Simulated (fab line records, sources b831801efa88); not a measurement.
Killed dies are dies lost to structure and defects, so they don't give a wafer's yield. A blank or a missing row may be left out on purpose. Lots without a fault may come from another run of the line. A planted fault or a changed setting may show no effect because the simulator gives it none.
Chamber matching | flow sky130 | SKY_PAD_OPEN_ETCH_07 on rie_diel-03: 4 sister chambers
The step etches the open film in CF4/O2, stops on AlCu, target depth 725 nm, time 161.1 s. 4 wafers are shown with their chamber, then 9 later ones without.

WAFERS WITH THEIR CHAMBER
wafer  | chamber | drypump_motor_current_A (A)
L089.4 | 0       | 6.2
L092.2 | 3       | 5.9
L092.3 | 2       | 6.2
L092.6 | 1       | 6.3

WAFERS WITHOUT THEIR CHAMBER
wafer  | drypump_motor_current_A (A)
L093.1 | 6.0
L093.2 | 6.3
L093.5 | 5.9
L095.1 | 5.9
L095.3 | 6.2
L095.5 | 5.9
L096.1 | 6.3
L096.3 | 6.0
L096.4 | 6.2

WHICH CHAMBER EACH WENT THROUGH
wafer  | from the rows above     | in truth
L093.1 | 3                       | 3
L093.2 | 1                       | 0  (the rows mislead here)
L093.5 | 3                       | 3
L095.1 | 3                       | 3
L095.3 | can't be placed: 0 or 2 | 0
L095.5 | 3                       | 3
L096.1 | 1                       | 1
L096.3 | 3                       | 3
L096.4 | can't be placed: 0 or 2 | 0
Placed correctly: 6 of 9. Can't be placed from these rows: 2 (the true chamber is among the candidates in 2). Placed wrongly: 1.
How it was worked out, from the rows above alone: a wafer's distance from a chamber is the root of the sum, over the readings, of the square of ((its reading less the chamber's mean) divided by the reading's scatter). The wafer belongs to the nearest chamber; if the next one is less than 2 further off, it can't be placed. A chamber's mean is the mean of its shown wafers. The scatter: with one shown wafer a chamber, the root of the mean of the squares of how far each hidden wafer lies from its nearest shown one.
